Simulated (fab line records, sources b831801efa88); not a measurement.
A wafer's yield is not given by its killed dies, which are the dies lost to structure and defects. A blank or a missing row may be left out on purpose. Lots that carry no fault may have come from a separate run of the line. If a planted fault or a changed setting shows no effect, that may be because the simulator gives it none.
A struck lot beside a sound one -- flow gf180mcu -- 15 steps out of a route of 602
Sound: these wafers, L199.1, L199.5, L199.6. The struck wafers were L197.1, L197.2, L197.5. Last of all comes the cause.
Order at every step that has rows: each side's tool, ch and its chambers, its first start. Under that, the readings that differ: sound wafers -- struck wafers -- difference of the means -- sigmas: that difference in standard deviations of wafers without a fault.
alike: readings whose means differ by less than 2 such deviations, and words and numbers that are the same on both sides. not compared: withheld readings, readings that some wafer has no value for, bounds like >300 that may hide the same value, and numbers for which the record gives no deviation and whose values overlap.
A row with sigmas, a row that says differs or no value, or rows on one side alone: a step with any of these is where the two part. When numbers do not overlap yet have no deviation, they are printed without sigmas and do not part them. Lack of a reading on every wafer of one side parts them only where that side has two or more wafers.

GF_PSD_RS_MEAS_15: the measuring method here is four-point-probe.
  struck on film metro-01, day 15 17:58; sound on film metro-02, day 16 14:25
reading,sound,struck,difference,sigmas
PSD_RS (ohm/sq),109.4 109.1 109.2,108.2 108.0 108.0,-1.2,-4
GF_SAB_CVD_00: deposits SiO2 from TEOS, target thk 50 nm, time 4.9302 s.
  sound on pecvd-02 ch 0,1, day 16 14:32; struck on pecvd-04 ch 0,1,2, day 15 18:05
  alike: heater power outer w, heater power w
GF_SAB_THK_MEAS_01:
  struck on film metro-01, day 15 18:07; sound on film metro-04, day 16 14:33
  alike: SAB_CVD_00_THK
then, 7 steps without rows for these wafers: GF_SAB_DEHYDRATE_02 (time 60 s); GF_SAB_HMDS_03 (prime time 60 s); GF_SAB_COAT_04 (resist thk 1000 nm); GF_SAB_SOFTBAKE_05 (time 60 s); GF_SAB_EXPOSE_06 (exposes mask SAB, target cd 420 nm); GF_SAB_PEB_07; GF_SAB_DEVELOP_08 (develop time 60 s).
GF_SAB_CD_MEAS_09 targets a cd of 420 nm.
  struck on cd sem-01, day 16 16:33; sound on cd sem-01, day 17 13:27
  alike: cd nm
GF_SAB_OVL_MEAS_10:
  struck on overlay-01, day 16 16:40; sound on overlay-01, day 17 13:34
  alike: SAB_OVL
GF_SAB_ETCH_11: etches SiO2 in C4F8/O2/Ar, target depth 55 nm, time 8.5 s.
  sound on rie diel-04 ch 0,3, day 17 13:36; struck on rie diel-02 ch 2,3, day 16 16:43
  no value came back on the struck wafers for bias w (W), chamber pressure mTorr (mTorr), oes product au (a.u.); on the sound wafers bias w (W) reads 1203 1200 1192
reading,sound,struck,difference,sigmas
model.NOVOLAK_of_SAB_COAT_04.thk nm (nm),985.9 988.9 990,996.8 994 996.6,+7.5,
  not compared: rf hours counter h
then, 1 step without rows for these wafers: GF_SAB_WET_ETCH_12 (etches SiO2 in dHF, target depth 22 nm, time 440 s).
-- the record jumps here: 14 days lie between the struck wafers' starts before and after (it left off in module SAB and takes up again in module PASSIVATION, whose first step shown is number 602 of the route) --
GF_PASSIVATION_PROBE_99:
  the record has rows for the struck wafers here (prober-01, day 30 12:05) and none for the sound ones

## WHERE THEY PART
Earliest at GF_PSD_RS_MEAS_15; latest, in this record, at GF_PASSIVATION_PROBE_99.

WHY: the cause the simulator had injected
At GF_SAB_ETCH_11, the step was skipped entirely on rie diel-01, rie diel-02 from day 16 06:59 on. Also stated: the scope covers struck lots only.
